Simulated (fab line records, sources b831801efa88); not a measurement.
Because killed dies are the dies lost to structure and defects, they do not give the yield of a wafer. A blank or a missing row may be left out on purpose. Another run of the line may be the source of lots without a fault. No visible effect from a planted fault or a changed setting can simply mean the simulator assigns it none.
Which of the tools did it? ; flow sky130 ; Sampling: 11 lots, 33 wafers, 2 of 708 route steps

WHAT THE GAUGES SHOWED, per wafer
SKY_METAL5_RS_MEAS_05: the measuring method here is four-point-probe. Usual: METAL5_ALCU_RS 0.0270 ohm/sq, standard deviation 0.00031.
lot;measured;on;METAL5_ALCU_RS (ohm/sq);flag
L714;day 42 21:43;film metro-04;0.0268 0.0267 0.0267;
L715;day 43 02:27;film metro-03;0.0272 0.0268 0.0273;
L720;day 44 18:23;film metro-03;0.0273 0.0266 0.0272;
L721;day 45 02:25;film metro-03;0.0274 0.0272 0.0273;
L722;day 45 12:11;film metro-04;0.0270 0.0269 0.0269;
L723;day 45 22:02;film metro-04;0.0269 0.0270 0.0273;
L724;day 46 05:16;film metro-03;0.0275 0.0273 0.0272;
L725;day 46 13:28;film metro-03;0.0263 0.0262 0.0268;
L729;day 47 11:43;film metro-04;0.0270 0.0270 0.0272;
L736;day 48 12:55;film metro-03;0.0277 0.0270 0.0271;
L737;day 49 04:47;film metro-03;0.0267 0.0264 0.0268;

WHICH TOOL RAN EACH LOT (tool, then ch and the chambers of the sampled wafers, then the start)
lot;SKY_VIA3_STRIP_16
L714;plasma asher-03 ch 0,1, day 39 15:40
L715;plasma asher-02 ch 0,1, day 39 22:23
L720;plasma asher-01 ch 0,1, day 41 15:56
L721;plasma asher-02 ch 0,1, day 42 01:24
L722;plasma asher-01 ch 0,1, day 42 11:29
L723;plasma asher-01 ch 0,1, day 42 21:08
L724;plasma asher-01 ch 0,1, day 43 04:34
L725;plasma asher-01 ch 0,1, day 43 14:25
L729;plasma asher-03 ch 0,1, day 44 13:11
L736;plasma asher-03 ch 0,1, day 45 21:35
L737;plasma asher-03 ch 0,1, day 46 13:17
- SKY_VIA3_STRIP_16: strips in O2/N2.

WHAT THE TOOLS THEMSELVES READ (means of the sampled wafers that have a number; where no wafer has one, the mark that the record gives instead)
SKY_VIA3_STRIP_16. Usual: drypump motor current A 5.96 A, standard deviation 0.29; oes product au 0.401 a.u., standard deviation 0.0047; strip time to endpoint s 4.12 s, standard deviation 0.037.
lot;tool;drypump motor current A (A);oes product au (a.u.);strip time to endpoint s (s);flag
L714;plasma asher-03;6.20;0.401;4.10;
L715;plasma asher-02;5.95;0.403;4.11;
L720;plasma asher-01;5.45;0.398;4.13;
L721;plasma asher-02;5.97;0.402;4.14;
L722;plasma asher-01;5.44;0.399;4.10;
L723;plasma asher-01;5.43;0.399;4.17;
L724;plasma asher-01;5.56;0.401;4.12;
L725;plasma asher-01;5.42;0.402;4.14;
L729;plasma asher-03;6.23;0.400;4.10;
L736;plasma asher-03;6.21;0.402;4.09;
L737;plasma asher-03;6.21;0.398;4.08;

THE ANSWER, worked out from the rows above alone
Rule: lot off if the mean of its wafers having a number is beyond 3 standard deviations from the usual mean. Also off: a lot with no number at a reading for which 4 or more lots have one. All remaining lots with rows at the step are treated as sound. The gauges are gone through in route order, then the tools' own readings, and for those a lot's mean is taken as printed above. At the first step where some lot is off, the reading lying furthest off is the one used; lots without a number count as furthest.
Nothing can be told from this: no lot is off at any reading shown.

WHAT WAS PUT IN BY THE SIMULATOR
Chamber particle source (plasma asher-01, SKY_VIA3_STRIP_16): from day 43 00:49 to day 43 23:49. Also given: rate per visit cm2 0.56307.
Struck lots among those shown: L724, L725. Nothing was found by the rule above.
